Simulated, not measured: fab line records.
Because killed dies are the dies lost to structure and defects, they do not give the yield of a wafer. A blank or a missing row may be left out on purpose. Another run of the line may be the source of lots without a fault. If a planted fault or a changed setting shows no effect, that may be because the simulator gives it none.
A lot that was struck, set against a sound lot / flow sky130 / 15 out of 708 route steps
Sound: these wafers, L970.1, L970.2, L970.6. The struck wafers were L988.1, L988.3, L988.4. The cause is named last.
For every step that has rows: the tool of each side, followed by ch and its chambers, followed by its first start. Under that, the readings that differ: sound wafers / struck wafers / difference of the means / sigmas: that difference in standard deviations of wafers without a fault.
alike: words and numbers the same on both sides, and readings whose means are apart by under 2 such deviations; not compared: readings that were withheld, readings missing a value for some wafer, numbers with overlapping values and no deviation given by the record, and bounds like >300 which may hide the same value.
Wherever a step has rows on one side only, a row that says differs or no value, or a row with sigmas, the two part there. Numbers that don't overlap but have no deviation are shown without sigmas and don't part them. Lack of a reading on every wafer of one side parts them only where that side has two or more wafers.

first, 1 step without rows for these wafers: SKY_PWDE_IMPLANT_08.
SKY_PWDE_STRIP_09: strips in O2/N2.
  sound on plasma asher-03 ch 0,1, day 4 17:59; struck on plasma asher-01 ch 0,1, day 8 21:50
  alike: drypump motor current A, oes product au, strip time to endpoint s
  not compared: rf hours counter h
SKY_PWDE_TW_MEAS_10:
  struck on film metro-02, day 8 21:56; sound on film metro-02, day 4 18:05
  alike: PWDE_TW
then, 7 steps without rows for these wafers: SKY_NWELL_DEHYDRATE_03 (time 60 s); SKY_NWELL_HMDS_04 (prime time 60 s); SKY_NWELL_COAT_05 (resist thk 3000 nm); SKY_NWELL_SOFTBAKE_06; SKY_NWELL_EXPOSE_07 (exposes mask NWM, target cd 840 nm); SKY_NWELL_PEB_08; SKY_NWELL_DEVELOP_09 (develop time 60 s).
SKY_NWELL_OVL_MEAS_10:
  struck on overlay-02, day 9 18:44; sound on overlay-01, day 5 11:28
  alike: NWELL_00_OVL
next, for these wafers, 1 step has no rows: SKY_NWELL_IMPLANT_11.
SKY_NWELL_IMPLANT_12:
  sound on implanter-02 ch 0, day 5 11:39; struck on implanter-02 ch 0, day 9 18:55
reading=beam energy keV; sound=120.02 120.02 120.00; struck=111.78 111.74 111.80; difference=-8.24; sigmas=-99 or more
reading=model.implant.rp nm (nm); sound=147.6 147.6 147.6; struck=142.9 142.9 142.9; difference=-4.7; sigmas=
  alike: beam on s
next, for these wafers, 1 step has no rows: SKY_NWELL_IMPLANT_13.
-- the record jumps here: 41 days lie between the struck wafers' starts before and after (it left off in module NWELL and takes up again in module PAD_OPEN, whose first step shown is number 708 of the route) --
SKY_PAD_OPEN_PROBE_99:
  struck on prober-02, day 50 13:34; sound on prober-02, day 46 18:56
reading=killed_at_M0_to_M3; sound=38 34 41; struck=57; difference=+19; sigmas=+3
reading=killed at contacts; sound=20 25 19; struck=33; difference=+12; sigmas=+2
reading=killed dies; sound=86 79 74; struck=112; difference=+32; sigmas=+3
reading=killed open; sound=45 36 43; struck=64; difference=+23; sigmas=+3
reading=model.etest.pfet g5v0d10v5.vt v (V); sound=-0.8226 -0.849 -0.8244; struck=-0.8578; difference=-0.0258; sigmas=
reading=model.etest.pfet g5v0d10v5.vt long v (V); sound=-0.9312 -0.9331 -0.9319; struck=-0.9299; difference=+0.0022; sigmas=
reading=model.etest.pfet_01v8_lvt.vt v (V); sound=-0.5434 -0.5454 -0.5418; struck=-0.5372; difference=+0.0063; sigmas=
reading=model.etest.pfet_01v8_lvt.vt long v (V); sound=-0.6585 -0.6614 -0.6579; struck=-0.6545; difference=+0.0048; sigmas=
reading=model.etest.pfet_01v8_lvt.body rise v (V); sound=-0.1999 -0.1989 -0.1988; struck=-0.1984; difference=+0.0008; sigmas=
  alike: killed_at_M4_up, killed at front end, killed at other, killed short
  not compared: model.etest.pfet_16v.vt v

## WHERE THEY PART
Earliest at SKY_NWELL_IMPLANT_12; latest, in this record, at SKY_PAD_OPEN_PROBE_99.

WHY: the cause the simulator had injected
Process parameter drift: implanter-02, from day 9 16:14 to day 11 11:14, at SKY_NWELL_IMPLANT_12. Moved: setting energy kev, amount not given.
